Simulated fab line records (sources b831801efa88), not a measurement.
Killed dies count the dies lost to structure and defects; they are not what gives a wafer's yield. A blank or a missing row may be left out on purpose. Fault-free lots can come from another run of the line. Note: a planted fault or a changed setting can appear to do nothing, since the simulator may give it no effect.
Chamber matching    flow sky130    3 sister chambers for SKY_VIA1_HDPCVD_00 on hdpcvd-01
The step deposits SiO2, target thk 1030 nm, time 171.7 s. 14 wafers are shown with their chamber, then 7 later ones without.

WAFERS PAIRED WITH THEIR CHAMBERS
wafer   chamber  sih4FlowSccm (sccm)
L325.1  0        59.88
L325.4  2        60.10
L325.6  0        59.81
L328.1  2        60.03
L328.4  0        59.82
L328.6  2        59.75
L331.1  2        59.86
L331.3  1        60.03
L331.5  1        59.94
L332.1  2        60.24
L332.4  0        60.08
L332.5  1        60.36
L333.1  2        60.39
L333.5  2        60.03

SIGNATURES (means of the wafers above)
reading       chamber 0  chamber 1  chamber 2  scatter within a chamber
sih4FlowSccm  59.8975    60.1100    60.0571    0.197
Rule: distance of a wafer from a chamber = root of the sum over the readings of ((wafer's reading minus chamber's mean) / reading's scatter) squared. If the next closest chamber is less than 2 further off than the closest, the wafer can't be placed; otherwise it belongs to the closest. How the scatter is found: for the shown wafers, subtract from each reading the mean of its chamber, square and add these, divide the total by (wafers less chambers), then take the root.

WAFERS WITHOUT THEIR CHAMBER
wafer   sih4FlowSccm (sccm)
L333.6  60.11
L335.2  59.96
L335.5  60.09
L335.6  60.36
L346.1  59.73
L346.3  59.94
L346.5  59.86

WHICH CHAMBER EACH ONE RAN IN
wafer   from the rows above           in truth
L333.6  can't be placed: 1 or 2 or 0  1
L335.2  can't be placed: 0 or 2 or 1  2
L335.5  can't be placed: 1 or 2 or 0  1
L335.6  can't be placed: 1 or 2 or 0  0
L346.1  can't be placed: 0 or 2 or 1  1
L346.3  can't be placed: 0 or 2 or 1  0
L346.5  can't be placed: 0 or 2 or 1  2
Placed correctly: 0 of 7. From these rows, 7 cannot be placed; in 7 the true chamber is one of the candidates. Placed wrongly: 0.
